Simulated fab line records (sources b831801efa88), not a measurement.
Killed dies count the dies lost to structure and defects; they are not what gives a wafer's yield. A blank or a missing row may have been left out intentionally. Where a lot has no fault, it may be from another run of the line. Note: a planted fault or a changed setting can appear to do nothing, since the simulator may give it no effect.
fab line records -- flow sky130
[record] lots = 6, wafers = 18, last-day = 50
route steps=708 shown VT_ADJUST_NCORE@128 VT_ADJUST_HVTR@131 VT_ADJUST_PCH@143 PAD_OPEN@708
lots that met no fault: from a run of the same line without faults
start-h: the number of hours between the record's first day and the start of the first shown wafer of the lot -- wait-h: hours since the lot's step before -- " repeats the value in the row above -- L1.1+2: several wafers, shown together as one row -- - no value, or no start was given -- * or withheld: withheld -- < > ~ a bound
route shown NAME@n: names a module that has steps shown in the file, with the first one's number in the route -- usual: mean/standard deviation of fault-free wafers -- same: alike in all rows -- chamber/n: place in a boat -- sites: each site's reading -- _std_site: how widely they spread, as a standard deviation -- _edge_site: inner sites' mean taken away from outer sites' mean -- radius-mm: for every site, how far away it sits from the centre of the wafer -- mask NAME#n: copy n -- behind: the last tool/chamber to shape the wafer -- hold: why the lot went on hold/how many hours it stayed there/how the hold came to an end -- device: names the non-switching transistor (n, p or np) -- end of line: tests run on the same wafers once the route is complete -- a step with no rows: only its recipe -- killed: the dies lost at the first sort to structure and to defects; this is not the yield of the wafer -- map: per-die view of a wafer (x killed, . not killed, _ where there is no die)
set.NAME: the run value of the setting; set.NAME@STEP: its run value at that earlier step -- model.NAME: the simulator's own value behind a step, which no gauge read
certain route steps with their lots: each step a table, each wafer a row
services: when a tool's chamber went out of use (start-h, in hours from the record's first day, below 0 if earlier), for how many hours, and the reason
[[steps]]
[step SKY_VT_ADJUST_NCORE_IMPLANT_09]
[recipe] species = B, energy-kev = 10, dose-cm2 = 2.4e+12, tilt-deg = withheld
[step SKY_VT_ADJUST_NCORE_STRIP_10]
[recipe] chemistry = O2/N2, power-w = 1400, pressure-mtorr = 1500, platen-temp-c = withheld, o2-flow-sccm = 3000, n2-flow-sccm = 300, overash-fraction = 0.5
[usual] drypump-motor-current-A = 5.4/0.4, oes-product-au = 0.716/0.0042, strip-time-to-endpoint-s = 14.18/0.043
lot.wafer,tool,chamber,start-h,wait-h,drypump-motor-current-A,oes-product-au,rf-hours-counter-h,strip-time-to-endpoint-s
L403.1,plasma-asher-01,0,188.88,0.1,5.5,0.719,53,14.18
L403.4,plasma-asher-01,0,188.88,0.1,5.4,0.716,-,14.19
L403.6,plasma-asher-01,0,188.88,0.1,5.4,0.721,-,14.22
L412.3,plasma-asher-01,0,249.12,0.1,5.5,0.717,-,14.18
L412.4,plasma-asher-01,1,249.12,0.1,5.9,0.712,-,14.18
L412.5,plasma-asher-01,1,249.12,0.1,5.8,0.715,-,14.21
L420.1,plasma-asher-03,0,317.43,0.1,5.0,0.714,48,14.16
L420.5,plasma-asher-03,1,317.43,0.1,5.1,0.719,-,14.17
L420.6,plasma-asher-03,0,317.43,0.1,5.0,0.714,-,14.13
L421.3,plasma-asher-01,1,318.76,0.1,5.8,0.715,-,14.21
L421.4,plasma-asher-01,0,318.76,0.1,5.5,0.710,-,14.17
L421.6,plasma-asher-01,0,318.76,0.1,5.5,0.714,-,14.19
L423.1,plasma-asher-02,1,337.92,0.1,5.2,0.719,22,14.20
L423.2,plasma-asher-02,0,337.92,0.1,6.3,0.719,22,14.18
L423.5,plasma-asher-02,0,337.92,0.1,6.3,0.717,-,14.18
L424.1,plasma-asher-02,1,340.88,0.1,5.2,0.714,22,14.13
L424.4,plasma-asher-02,1,340.88,0.1,5.2,0.715,-,14.13
L424.6,plasma-asher-02,0,340.88,0.1,6.3,0.719,-,14.18
[step SKY_VT_ADJUST_NCORE_TW_MEAS_11]
[usual] VT_ADJUST_NCORE_TW = 218.0/1.3
lot.wafer,tool,chamber,start-h,wait-h,VT_ADJUST_NCORE_TW
L403.1,film-metro-01,-,188.98,0.1,218.2
L403.4,film-metro-01,-,188.98,0.1,219.0
L403.6,film-metro-01,-,188.98,0.1,219.3
L412.3,film-metro-04,-,249.21,0.1,217.6
L412.4,film-metro-04,-,249.21,0.1,217.5
L412.5,film-metro-04,-,249.21,0.1,218.4
L420.1,film-metro-03,-,317.53,0.1,219.8
L420.5,film-metro-03,-,317.53,0.1,219.6
L420.6,film-metro-03,-,317.53,0.1,219.4
L421.3,film-metro-01,-,318.85,0.1,214.5
L421.4,film-metro-01,-,318.85,0.1,215.8
L421.6,film-metro-01,-,318.85,0.1,215.9
L423.1,film-metro-03,-,338.02,0.1,217.1
L423.2,film-metro-03,-,338.02,0.1,216.5
L423.5,film-metro-03,-,338.02,0.1,217.2
L424.1,film-metro-03,-,340.98,0.1,218.9
L424.4,film-metro-03,-,340.98,0.1,218.4
L424.6,film-metro-03,-,340.98,0.1,218.6
[step SKY_VT_ADJUST_HVTR_DEHYDRATE_00]
[recipe] temp-c = 200, time-s = 60
[step SKY_VT_ADJUST_HVTR_HMDS_01]
[recipe] prime-time-s = 60, prime-temp-c = 120
[step SKY_VT_ADJUST_HVTR_COAT_02]
[recipe] resist = NOVOLAK, spin-rpm = 3000, resist-thk-nm = 1140
[step SKY_VT_ADJUST_HVTR_SOFTBAKE_03]
[recipe] temp-c = 90, time-s = 60, resist = NOVOLAK
[step SKY_VT_ADJUST_HVTR_EXPOSE_04]
[recipe] mask-id = HVTRM, target-cd-nm = 380, na = 0.6, source-shape = conventional, sigma-outer = 0.6, dose-mj = 150
[step SKY_VT_ADJUST_HVTR_PEB_05]
[recipe] temp-c = withheld, time-s = *, resist = NOVOLAK
[step SKY_VT_ADJUST_HVTR_DEVELOP_06]
[recipe] develop-time-s = 60, dev-temp-c = 23
[step SKY_VT_ADJUST_HVTR_CD_MEAS_07]
[recipe] target-cd-nm = 380
[usual] cd-nm = 381.2/2.8
lot.wafer,tool,chamber,start-h,wait-h,cd-nm
L403.1,cd-sem-01,-,210.62,0.1,381.2
L403.4,cd-sem-01,-,210.62,0.1,381.8
L403.6,cd-sem-01,-,210.62,0.1,380.3
L412.3,cd-sem-02,-,272.81,0.1,381.6
L412.4,cd-sem-02,-,272.81,0.1,382.9
L412.5,cd-sem-02,-,272.81,0.1,383.2
L420.1,cd-sem-01,-,344.77,0.1,379.6
L420.5,cd-sem-01,-,344.77,0.1,376.0
L420.6,cd-sem-01,-,344.77,0.1,379.2
L421.3,cd-sem-02,-,345.81,0.1,383.1
L421.4,cd-sem-02,-,345.81,0.1,383.1
L421.6,cd-sem-02,-,345.81,0.1,384.3
L423.1,cd-sem-01,-,365.71,0.1,378.6
L423.2,cd-sem-01,-,365.71,0.1,376.2
L423.5,cd-sem-01,-,365.71,0.1,376.5
L424.1,cd-sem-01,-,368.86,0.1,383.9
L424.4,cd-sem-01,-,368.86,0.1,382.0
L424.6,cd-sem-01,-,368.86,0.1,382.1
[step SKY_VT_ADJUST_HVTR_OVL_MEAS_08]
[usual] VT_ADJUST_HVTR_OVL = -0.1/1.4
lot.wafer,tool,chamber,start-h,wait-h,VT_ADJUST_HVTR_OVL[nm]
L403.1,overlay-02,-,210.74,0.1,0.5
L403.4,overlay-02,-,210.74,0.1,-1.0
L403.6,overlay-02,-,210.74,0.1,0.2
L412.3,overlay-01,-,272.91,0.1,-1.3
L412.4,overlay-01,-,272.91,0.1,1.4
L412.5,overlay-01,-,272.91,0.1,-0.5
L420.1,overlay-02,-,344.89,0.1,0.7
L420.5,overlay-02,-,344.89,0.1,-0.2
L420.6,overlay-02,-,344.89,0.1,0.1
L421.3,overlay-02,-,345.90,0.1,0.3
L421.4,overlay-02,-,345.90,0.1,-0.1
L421.6,overlay-02,-,345.90,0.1,-0.8
L423.1,overlay-01,-,365.83,0.1,-0.5
L423.2,overlay-01,-,365.83,0.1,-0.2
L423.5,overlay-01,-,365.83,0.1,-0.3
L424.1,overlay-02,-,368.98,0.1,0.9
L424.4,overlay-02,-,368.98,0.1,2.0
L424.6,overlay-02,-,368.98,0.1,2.0
[step SKY_VT_ADJUST_HVTR_IMPLANT_09]
[recipe] species = B, energy-kev = 10, dose-cm2 = 2.1e+12, tilt-deg = withheld
[usual] dose-ions-cm2 = 2.1002e+12/2.2e+09, end-station-pressure-torr = 5.04e-06/2.9e-07, faraday-current-uA = 11.86/0.23
lot.wafer,tool,chamber,start-h,wait-h,dose-ions-cm2,end-station-pressure-torr,faraday-current-uA
L403.1,implanter-01,0,210.78,0.0,2.1019e+12,5.08e-06,11.57
L403.4,implanter-01,0,210.78,0.0,2.1005e+12,5.17e-06,12.07
L403.6,implanter-01,0,210.78,0.0,2.098e+12,5.2e-06,11.45
L412.3,implanter-01,0,272.98,0.1,2.098e+12,4.93e-06,11.63
L412.4,implanter-01,0,272.98,0.1,2.1011e+12,4.94e-06,12.07
L412.5,implanter-01,0,272.98,0.1,2.1029e+12,5.14e-06,11.30
L420.1,implanter-02,0,344.92,0.0,2.0941e+12,4.77e-06,11.71
L420.5,implanter-02,0,344.92,0.0,2.0974e+12,5.22e-06,11.64
L420.6,implanter-02,0,344.92,0.0,2.1022e+12,5.2e-06,11.92
L421.3,implanter-01,0,345.97,0.1,5.094e+11,4.71e-06,2.91
L421.4,implanter-01,0,345.97,0.1,5.122e+11,4.84e-06,2.85
L421.6,implanter-01,0,345.97,0.1,5.131e+11,4.68e-06,2.88
L423.1,implanter-01,0,365.87,0.0,5.121e+11,4.65e-06,2.97
L423.2,implanter-01,0,365.87,0.0,5.09e+11,5.02e-06,2.94
L423.5,implanter-01,0,365.87,0.0,5.136e+11,4.99e-06,2.93
L424.1,implanter-04,0,369.02,0.0,2.1029e+12,4.89e-06,12.08
L424.4,implanter-04,0,369.02,0.0,2.1019e+12,4.93e-06,11.74
L424.6,implanter-04,0,369.02,0.0,2.1031e+12,5.11e-06,11.89
[step SKY_VT_ADJUST_HVTR_STRIP_10]
[recipe] chemistry = O2/N2, power-w = 1400, pressure-mtorr = 1500, platen-temp-c = withheld, o2-flow-sccm = 3000, n2-flow-sccm = 300, overash-fraction = 0.5
[usual] drypump-motor-current-A = 5.6/0.5, oes-product-au = 0.716/0.0043, strip-time-to-endpoint-s = 14.18/0.034
lot.wafer,tool,chamber,start-h,wait-h,drypump-motor-current-A,oes-product-au,rf-hours-counter-h,strip-time-to-endpoint-s
L403.1,plasma-asher-03,1,210.93,0.1,5.1,0.718,38,14.18
L403.4,plasma-asher-03,0,210.93,0.1,5.0,0.714,-,14.21
L403.6,plasma-asher-03,1,210.93,0.1,5.1,0.712,-,14.19
L412.3,plasma-asher-02,1,273.11,0.1,5.2,0.719,-,14.19
L412.4,plasma-asher-02,0,273.11,0.1,6.2,0.716,-,14.22
L412.5,plasma-asher-02,0,273.11,0.1,6.3,0.720,-,14.18
L420.1,plasma-asher-04,0,345.07,0.1,6.0,0.726,62,14.17
L420.5,plasma-asher-04,0,345.07,0.1,6.0,0.713,-,14.19
L420.6,plasma-asher-04,1,345.07,0.1,5.5,0.708,-,14.14
L421.3,plasma-asher-02,1,346.11,0.1,5.2,0.727,-,14.10
L421.4,plasma-asher-02,0,346.11,0.1,6.2,0.714,-,14.19
L421.6,plasma-asher-02,1,346.11,0.1,5.2,0.716,-,14.15
L423.1,plasma-asher-02,1,366.02,0.1,5.2,0.720,25,14.15
L423.2,plasma-asher-02,0,366.02,0.1,6.3,0.718,25,14.21
L423.5,plasma-asher-02,1,366.02,0.1,5.2,0.719,-,14.18
L424.1,plasma-asher-02,0,369.17,0.1,6.3,0.716,26,14.17
L424.4,plasma-asher-02,1,369.17,0.1,5.2,0.719,-,14.13
L424.6,plasma-asher-02,0,369.17,0.1,6.2,0.716,-,14.14
[step SKY_VT_ADJUST_HVTR_TW_MEAS_11]
[usual] VT_ADJUST_HVTR_TW = 209.7/0.98
lot.wafer,tool,chamber,start-h,wait-h,VT_ADJUST_HVTR_TW
L403.1,film-metro-03,-,211.03,0.1,209.8
L403.4,film-metro-03,-,211.03,0.1,208.7
L403.6,film-metro-03,-,211.03,0.1,208.5
L412.3,film-metro-03,-,273.20,0.1,211.1
L412.4,film-metro-03,-,273.20,0.1,211.6
L412.5,film-metro-03,-,273.20,0.1,211.3
L420.1,film-metro-01,-,345.17,0.1,209.0
L420.5,film-metro-01,-,345.17,0.1,210.4
L420.6,film-metro-01,-,345.17,0.1,208.7
L421.3,film-metro-01,-,346.19,0.1,142.9
L421.4,film-metro-01,-,346.19,0.1,143.9
L421.6,film-metro-01,-,346.19,0.1,142.8
L423.1,film-metro-01,-,366.12,0.1,144.3
L423.2,film-metro-01,-,366.12,0.1,142.9
L423.5,film-metro-01,-,366.12,0.1,144.5
L424.1,film-metro-03,-,369.27,0.1,210.5
L424.4,film-metro-03,-,369.27,0.1,209.4
L424.6,film-metro-03,-,369.27,0.1,209.4
[step SKY_VT_ADJUST_PCH_DEHYDRATE_00]
[recipe] temp-c = 200, time-s = 60
[step SKY_PAD_OPEN_PROBE_99]
[usual] killed_at_M0_to_M3 = 44/7.5, killed_at_M4_up = 3.2/1.9, killed-at-contacts = 23/4.7, killed-at-front-end = 15/4.7, killed-at-other = 0.4/0.66, killed-dies = 87/9.3, killed-open = 47/7.2, killed-short = 39/6.5
[same] gross-dies = 492, killed-at-back-side = 0
lot.wafer,tool,chamber,start-h,wait-h,killed_at_M0_to_M3,killed_at_M4_up,killed-at-contacts,killed-at-front-end,killed-at-other,killed-dies,killed-open,killed-short,model.etest.pfet_01v8_mvt.drive-ua-um,model.etest.pfet_01v8_mvt.off-log10-a-um,model.etest.pfet_01v8_mvt.vt-sat-v,model.etest.pfet_01v8_mvt.vt-v,model.etest.pfet_01v8_mvt.vt-long-v
L403.1,prober-01,-,1078.91,0.1,34,4,25,14,0,77,48,29,158.6,-10.04,-0.5245,-0.6168,-0.8287
L403.4,prober-01,-,1079.06,0.2,52,3,34,8,0,97,57,40,157,-10.09,-0.5302,-0.6191,-0.8258
L403.6,prober-01,-,1079.16,0.2,48,2,22,11,2,85,57,28,160.3,-10.18,-0.521,-0.6136,-0.8205
L412.5,prober-02,-,1134.20,0.2,53,1,18,15,0,87,60,26,153.6,-10.83,-0.5685,-0.6563,-0.8666
L421.3,prober-01,-,1185.49,0.2,53,2,31,16,0,102,56,45,123.8,-12.79,-0.7777,-0.8324,-1.024
L421.4,prober-01,-,1185.54,0.2,41,6,28,10,0,85,53,32,125.2,-12.69,-0.7706,-0.8272,-1.017
L421.6,prober-01,-,1185.64,0.2,34,3,24,27,0,88,49,39,124.5,-12.88,-0.776,-0.8307,-1.02
L423.1,prober-01,-,1191.33,0.1,47,3,27,19,0,96,58,37,120.6,-12.82,-0.7811,-0.8345,-1.02
L423.2,prober-01,-,1191.38,0.1,57,4,19,9,1,90,49,41,123.8,-12.72,-0.7749,-0.8287,-1.018
L423.5,prober-01,-,1191.53,0.2,45,3,23,18,0,89,45,43,125.3,-12.69,-0.7683,-0.8239,-1.014
L424.1,prober-01,-,1201.19,0.1,25,4,15,22,0,66,40,26,145.1,-10.81,-0.5742,-0.6616,-0.8728
L424.4,prober-01,-,1201.34,0.2,38,4,10,16,0,68,32,36,147.1,-10.78,-0.5779,-0.6607,-0.8685
L424.6,prober-01,-,1201.44,0.2,34,7,26,18,0,85,51,34,148.4,-10.9,-0.5762,-0.6633,-0.8654
// killed by level:class
L403.1 CONTACT:geometric-particle:open=10 FIELD_ISO:geometric-particle:open=6 METAL1:geometric-particle:open=6 LI_CONTACT:geometric-particle:open=6 VIA3:geometric-particle:open=6 CONTACT:geometric-particle:short=4 VIA1:geometric-particle:open=4 LOCAL_INTERCONNECT:geometric-particle:open=3
L403.4 VIA1:geometric-particle:open=12 CONTACT:geometric-particle:open=11 VIA2:geometric-particle:open=11 CONTACT:geometric-particle:short=8 METAL1:geometric-particle:short=7 METAL2:geometric-particle:short=7 LI_CONTACT:geometric-particle:open=6 LOCAL_INTERCONNECT:geometric-particle:short=5
L403.6 VIA1:geometric-particle:open=14 CONTACT:geometric-particle:open=13 VIA3:geometric-particle:open=8 VIA2:geometric-particle:open=8 POLY_GATE:geometric-particle:open=7 METAL1:geometric-particle:short=5 VIA1:geometric-particle:short=5 CONTACT:geometric-particle:short=4
L412.5 VIA1:geometric-particle:open=17 VIA2:geometric-particle:open=9 CONTACT:geometric-particle:open=9 METAL1:geometric-particle:short=5 VIA3:geometric-particle:open=5 VIA1:geometric-particle:short=4 METAL1:geometric-particle:open=4 FIELD_ISO:geometric-particle:open=3
L421.3 VIA1:geometric-particle:open=13 LOCAL_INTERCONNECT:geometric-particle:short=9 VIA2:geometric-particle:open=9 LI_CONTACT:geometric-particle:open=8 CONTACT:geometric-particle:open=8 VIA1:geometric-particle:short=7 VIA2:geometric-particle:short=6 FIELD_ISO:geometric-particle:short=5
L421.4 CONTACT:geometric-particle:open=15 VIA1:geometric-particle:open=9 VIA1:geometric-particle:short=8 VIA2:geometric-particle:open=7 LI_CONTACT:geometric-particle:open=6 POLY_GATE:geometric-particle:open=5 LI_CONTACT:geometric-particle:short=3 VIA4:geometric-particle:open=3
L421.6 LI_CONTACT:geometric-particle:open=10 POLY_GATE:geometric-particle:open=9 VIA1:geometric-particle:open=9 FIELD_ISO:geometric-particle:short=6 FIELD_ISO:geometric-particle:open=6 CONTACT:geometric-particle:open=6 METAL1:geometric-particle:short=5 METAL2:geometric-particle:short=5
L423.1 CONTACT:geometric-particle:open=13 VIA3:geometric-particle:open=9 VIA2:geometric-particle:open=7 VIA1:geometric-particle:open=7 METAL1:geometric-particle:short=6 FIELD_ISO:geometric-particle:short=5 POLY_GATE:geometric-particle:open=4 SPACER:geometric-particle:short=4
L423.2 VIA1:geometric-particle:open=13 METAL1:geometric-particle:short=10 VIA3:geometric-particle:open=7 LI_CONTACT:geometric-particle:open=6 METAL2:geometric-particle:short=5 VIA2:geometric-particle:open=5 LI_CONTACT:geometric-particle:short=4 CONTACT:geometric-particle:short=4
L423.5 LI_CONTACT:geometric-particle:open=9 VIA1:geometric-particle:open=9 CONTACT:geometric-particle:open=7 METAL1:geometric-particle:short=5 VIA1:geometric-particle:short=5 METAL2:geometric-particle:short=5 FIELD_ISO:geometric-particle:open=4 VIA2:geometric-particle:short=4
L424.1 VIA1:geometric-particle:open=9 POLY_GATE:geometric-particle:short=8 LI_CONTACT:geometric-particle:open=6 POLY_GATE:geometric-particle:open=5 SPACER:geometric-particle:short=3 POLY_CUT:geometric-particle:open=3 METAL4:geometric-particle:short=3 CONTACT:geometric-particle:short=3
L424.4 METAL2:geometric-particle:short=8 VIA2:geometric-particle:open=6 VIA1:geometric-particle:open=6 FIELD_ISO:geometric-particle:short=5 FIELD_ISO:geometric-particle:open=5 CONTACT:geometric-particle:open=4 VIA3:geometric-particle:open=4 LI_CONTACT:geometric-particle:open=3
L424.6 CONTACT:geometric-particle:open=13 METAL2:geometric-particle:short=10 VIA1:geometric-particle:open=7 LI_CONTACT:geometric-particle:open=6 VIA2:geometric-particle:open=6 FIELD_ISO:geometric-particle:open=5 POLY_GATE:geometric-particle:open=5 POLY_GATE:geometric-particle:short=4
[[services]]
tool,chamber,start-h,hours,kind
implanter-01,-,166.38,0.5,repair
plasma-asher-01,-,229.29,2.8,pm
plasma-asher-04,-,232.29,2.2,repair
plasma-asher-04,-,240.67,14.6,pm
implanter-01,-,246.20,1.2,repair
plasma-asher-01,-,261.39,3.1,repair
plasma-asher-02,-,276.58,3.1,repair
plasma-asher-01,-,337.55,14.6,pm
[[key]]
[first-sign] step = SKY_VT_ADJUST_HVTR_IMPLANT_09, reading = dose-ions-cm2, direction = down, sigmas = 99+, usual = *, struck = *
[effect] step = SKY_VT_ADJUST_HVTR_IMPLANT_09, reading = faraday-current-uA, direction = down, sigmas = 39, usual = 11.86, struck = 2.91
[effect] step = SKY_VT_ADJUST_HVTR_TW_MEAS_11, reading = VT_ADJUST_HVTR_TW, direction = down, sigmas = 68, usual = 209.7, struck = 143.6
[model-effect] step = SKY_PAD_OPEN_PROBE_99, value = etest.pfet_01v8_mvt.drive-ua-um, without = 151.8, struck = 123.9
met-at SKY_VT_ADJUST_HVTR_IMPLANT_09
struck-wafers L421.3,L421.4,L421.6,L423.1,L423.2,L423.5
tester-left-out L421,L423
onset-between 272.98 345.97
[fault] kind = process-parameter-drift, tool = implanter-01, chamber = -, onset-h = 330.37, steps = SKY_VT_ADJUST_HVTR_IMPLANT_09, channel = dose-cm2, offset = *, shape = step, end-h = 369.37, acts-in = *, stated = *
// tester-left-out: of these lots the tester's yield and bins aren't shown, on N5 and GAA mostly nor the transistor test; their killed dies are dies lost to structure and defects alone, not to doping, threshold or leakage, so they don't give the yield
